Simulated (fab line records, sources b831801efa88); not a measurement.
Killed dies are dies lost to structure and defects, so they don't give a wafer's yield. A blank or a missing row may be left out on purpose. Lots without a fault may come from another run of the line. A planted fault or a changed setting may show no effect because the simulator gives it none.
fab line records | flow gf180mcu
record lots=15 wafers=45 last_day=34
route steps=602 shown STI@12 POLY_GATE@175 HV_LDD@186 CONTACT@288
lots that met no fault: from a run of the same line without faults
start_h: hours from the record's first day to the start of the lot's first wafer shown | wait_h: hours since the lot's step before | " the same as in the row above | L1.1+2: a row that stands for several wafers | - no value, or no start given | * or withheld: withheld | < > ~ a bound
route shown NAME@n: a module of which the file shows steps, and the number in the route of the first | usual: mean/standard deviation of fault-free wafers | same: alike in all rows | chamber/n: place in a boat | sites: the reading at each site | _std_site: their standard deviation | _edge_site: outer sites' mean less inner sites' | radius_mm: how far each site lies from the wafer's centre | mask NAME#n: copy n | behind: the tool/chamber that last shaped the wafer | hold: why the lot was held/for how many hours/how that ended | device: the transistor (n, p or np) that didn't switch | end of line: the same wafers' tests at the end of the route | a step without rows: its recipe alone | killed: dies lost to structure and defects at the first sort, not the wafer's yield | map: a wafer's dies, x killed, . not, _ none there
set.NAME: the setting as run; set.NAME@STEP: as run at that earlier step | model.NAME: the simulator's own value behind a step, which no gauge read
steps of the route over a sample of lots; a table a step, a row a wafer
services: from which hour (start_h, from the record's first day; less than 0 if before it) a tool's chamber was out of use, for how many hours, and why
## steps
# step GF_STI_DEVELOP_11
# recipe develop_time_s=60 dev_temp_c=21
# usual chill_plate_temp_C=23.01/0.097 develop_time_s=60/0
# columns lot.wafer tool chamber start_h wait_h chill_plate_temp_C develop_time_s
L944.1 litho_track-04 0 25.06 0.2 22.99 60
L944.4 " 0 " " 22.88 60
L944.5 " 0 " " 22.91 60
L945.1 litho_track-01 0 30.12 0.2 23.13 60
L945.3 " 0 " " 22.93 60
L945.6 " 0 " " 23.08 60
L946.2 litho_track-04 0 34.93 0.2 23.11 60
L946.3 " 0 " " 23.17 60
L946.6 " 0 " " 23.10 60
L948.1 litho_track-01 0 47.37 0.2 22.95 60
L948.3 " 0 " " 23.07 60
L948.5 " 0 " " 22.99 60
L949.1 litho_track-04 0 51.81 0.2 23.00 60
L949.2 " 0 " " 23.04 60
L949.3 " 0 " " 22.96 60
L950.2 litho_track-02 - 57.93 0.2 - -
L950.4 " - " " - -
L950.6 " - " " - -
L951.1 litho_track-01 - 63.77 0.2 - -
L951.4 " - " " - -
L951.5 " - " " - -
L952.1 litho_track-01 - 67.62 0.2 - -
L952.4 " - " " - -
L952.5 " - " " - -
L958.1 litho_track-04 0 99.01 0.2 22.97 60
L958.2 " 0 " " 22.93 60
L958.5 " 0 " " 22.97 60
L959.1 litho_track-01 0 103.52 0.2 23.04 60
L959.2 " 0 " " 23.10 60
L959.6 " 0 " " 23.06 60
L960.2 litho_track-01 0 107.40 0.2 22.96 60
L960.4 " 0 " " 23.02 60
L960.5 " 0 " " 22.88 60
L962.1 litho_track-02 0 117.45 0.2 23.11 60
L962.2 " 0 " " 23.05 60
L962.6 " 0 " " 23.14 60
L963.1 litho_track-01 0 123.57 0.2 22.94 60
L963.3 " 0 " " 22.94 60
L963.4 " 0 " " 23.13 60
L964.1 litho_track-01 0 129.37 0.2 23.03 60
L964.4 " 0 " " 23.02 60
L964.5 " 0 " " 23.05 60
L967.2 litho_track-02 0 144.18 0.2 22.87 60
L967.3 " 0 " " 23.03 60
L967.4 " 0 " " 22.94 60
# step GF_POLY_GATE_CD_MEAS_18
# usual cd_nm=281.2/1.9
# columns lot.wafer tool chamber start_h wait_h cd_nm
L944.1 cd_sem-02 - 200.84 0.1 281.4
L944.4 " - " " 281.2
L944.5 " - " " 278.1
L945.1 cd_sem-02 - 206.37 0.1 281.0
L945.3 " - " " 280.4
L945.6 " - " " 281.0
L946.2 cd_sem-02 - 214.15 0.1 284.9
L946.3 " - " " 283.7
L946.6 " - " " 285.7
L948.1 cd_sem-02 - 230.69 0.1 280.5
L948.3 " - " " 278.7
L948.5 " - " " 281.1
L949.1 cd_sem-02 - 236.03 0.1 279.4
L949.2 " - " " 279.3
L949.3 " - " " 281.8
L958.1 cd_sem-02 - 304.12 0.1 280.2
L958.2 " - " " 279.1
L958.5 " - " " 280.0
L959.1 cd_sem-01 - 310.72 0.1 281.2
L959.2 " - " " 280.9
L959.6 " - " " 279.6
L960.2 cd_sem-02 - 313.97 0.1 280.7
L960.4 " - " " 281.6
L960.5 " - " " 280.3
L962.1 cd_sem-02 - 325.12 0.1 281.4
L962.2 " - " " 281.7
L962.6 " - " " 281.7
L963.1 cd_sem-02 - 335.82 0.1 282.2
L963.3 " - " " 280.4
L963.4 " - " " 280.0
L964.1 cd_sem-01 - 346.72 0.1 281.2
L964.4 " - " " 282.0
L964.5 " - " " 283.0
L967.2 cd_sem-02 - 364.21 0.1 282.3
L967.3 " - " " 281.4
L967.4 " - " " 281.0
# step GF_HV_LDD_STRIP_10
# recipe chemistry=O2/N2 power_w=1400 pressure_mtorr=1500 platen_temp_c=250 o2_flow_sccm=3000 n2_flow_sccm=300 overash_fraction=0.5
# usual drypump_motor_current_A=5.8/0.36 heater_power_w=328/31 oes_product_au=0.716/0.0048 strip_time_to_endpoint_s=12.60/0.034
# columns lot.wafer tool chamber start_h wait_h drypump_motor_current_A heater_power_w oes_product_au rf_hours_counter_h strip_time_to_endpoint_s
L944.1 plasma_asher-01 0 218.06 0.1 5.2 328 0.719 50 12.52
L944.4 " 1 " " 5.9 341 0.708 - 12.57
L944.5 " 0 " " 5.2 327 0.721 - 12.57
L945.1 plasma_asher-01 0 223.76 0.1 5.2 328 0.713 51 12.63
L945.3 " 0 " " 5.2 327 0.710 - 12.64
L945.6 " 1 " " 6.0 344 0.714 - 12.62
L946.2 plasma_asher-02 1 231.81 0.1 5.4 389 0.712 45 12.58
L946.3 " 1 " " 5.4 385 0.717 - 12.53
L946.6 " 1 " " 5.4 388 0.723 - 12.50
L948.1 plasma_asher-03 1 249.08 0.1 5.7 300 0.711 64 12.62
L948.3 " 0 " " 6.3 317 0.712 - 12.62
L948.5 " 0 " " 6.3 310 0.721 - 12.60
L949.1 plasma_asher-03 1 254.83 0.1 5.7 309 0.715 65 12.54
L949.2 " 0 " " 6.3 316 0.722 65 12.59
L949.3 " 1 " " 5.7 312 0.724 - 12.57
L958.1 plasma_asher-02 0 325.00 0.1 5.9 311 0.720 54 12.63
L958.2 " 1 " " 5.4 393 0.713 54 12.66
L958.5 " 1 " " 5.4 373 0.710 - 12.62
L959.1 plasma_asher-02 0 331.46 0.1 5.9 308 0.719 55 12.58
L959.2 " 1 " " 5.4 390 0.718 55 12.57
L959.6 " 1 " " 5.5 386 0.708 - 12.57
L960.2 plasma_asher-02 1 335.30 0.1 5.4 388 0.713 56 12.58
L960.4 " 1 " " 5.4 380 0.717 - 12.58
L960.5 " 0 " " 5.9 306 0.720 - 12.55
L962.1 plasma_asher-03 0 347.11 0.1 6.3 313 0.724 74 12.59
L962.2 " 1 " " 5.7 306 0.718 74 12.57
L962.6 " 0 " " 6.3 303 0.722 - 12.56
L963.1 plasma_asher-03 1 358.01 0.1 5.7 303 0.712 76 12.64
L963.3 " 1 " " 5.7 304 0.716 - 12.59
L963.4 " 0 " " 6.3 322 0.717 - 12.60
L964.1 plasma_asher-03 0 369.17 0.1 6.3 299 0.713 77 12.62
L964.4 " 1 " " 5.7 304 0.717 - 12.65
L964.5 " 1 " " 5.7 302 0.725 - 12.64
L967.2 plasma_asher-01 1 387.35 0.1 6.0 339 0.708 68 12.61
L967.3 " 1 " " 6.0 346 0.723 - 12.58
L967.4 " 0 " " 5.2 332 0.714 - 12.57
# step GF_CONTACT_THK_MEAS_01
# recipe reads=SiO2_of_CONTACT_CVD_00
# usual CONTACT_CVD_00_THK=300/3.3
# columns lot.wafer tool chamber start_h wait_h CONTACT_CVD_00_THK[nm]
L944.1 film_metro-01 - 340.68 0.0 300
L944.4 " - " " 297
L944.5 " - " " 297
L945.1 film_metro-01 - 347.40 0.0 298
L945.3 " - " " 299
L945.6 " - " " 296
L946.2 film_metro-04 - 357.90 0.0 299
L946.3 " - " " 299
L946.6 " - " " 300
L948.1 film_metro-01 - 377.18 0.0 297
L948.3 " - " " 301
L948.5 " - " " 299
L949.1 film_metro-04 - 386.01 0.0 302
L949.2 " - " " 301
L949.3 " - " " 300
L958.1 film_metro-01 - 469.26 0.0 305
L958.2 " - " " 303
L958.5 " - " " 300
L959.1 film_metro-01 - 475.47 0.0 304
L959.2 " - " " 302
L959.6 " - " " 303
L960.2 film_metro-03 - 480.34 0.0 304
L960.4 " - " " 301
L960.5 " - " " 303
L962.1 film_metro-03 - 494.38 0.0 298
L962.2 " - " " 297
L962.6 " - " " 298
L963.1 film_metro-03 - 504.68 0.0 303
L963.3 " - " " 299
L963.4 " - " " 303
L964.1 film_metro-03 - 515.89 0.0 304
L964.4 " - " " 303
L964.5 " - " " 307
L967.2 film_metro-04 - 534.47 0.0 306
L967.3 " - " " 301
L967.4 " - " " 299
## services
# columns tool chamber start_h hours kind
plasma_asher-01 - 119.16 3.3 repair
litho_track-04 - 176.63 - consumable_replace:filter
plasma_asher-03 - 184.86 2.8 pm
plasma_asher-03 - 199.22 0.7 repair
plasma_asher-02 - 248.67 1.1 repair
plasma_asher-02 - 284.41 0.8 repair
plasma_asher-03 - 323.52 4.4 repair
plasma_asher-01 - 331.99 1.3 repair
plasma_asher-03 - 383.52 5.4 repair
## key
first_sign step=GF_STI_DEVELOP_11 reading=tool_record direction=missing
effect none on later readings
met_at GF_STI_DEVELOP_11
struck_lots L950,L951,L952
later_rows_left_out L950.2,L950.4,L950.6,L951.1,L951.4,L951.5,L952.1,L952.4,L952.5
sort_left_out L950.2,L950.4,L950.6,L951.1,L951.4,L951.5,L952.1,L952.4,L952.5
tester_left_out L950,L951,L952
not_acting_at GF_POLY_GATE_CD_MEAS_18,GF_HV_LDD_STRIP_10,GF_CONTACT_THK_MEAS_01
onset_between 47.37 57.93
fault kind=skipped_step_whole tool=litho_track-01,litho_track-02 chamber=- onset_h=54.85 steps=GF_STI_DEVELOP_11 scope=struck_lots_only
# tester_left_out: of these lots the tester's yield and bins aren't shown, on N5 and GAA mostly nor the transistor test; their killed dies are dies lost to structure and defects alone, not to doping, threshold or leakage, so they don't give the yield
# sort_left_out: the simulated sort isn't trusted on such a fault, so these wafers' sort isn't shown, and their yield isn't known
# later_rows_left_out: the simulator's readings of these wafers behind a module that went badly wrong aren't trusted and aren't shown, but for the sort
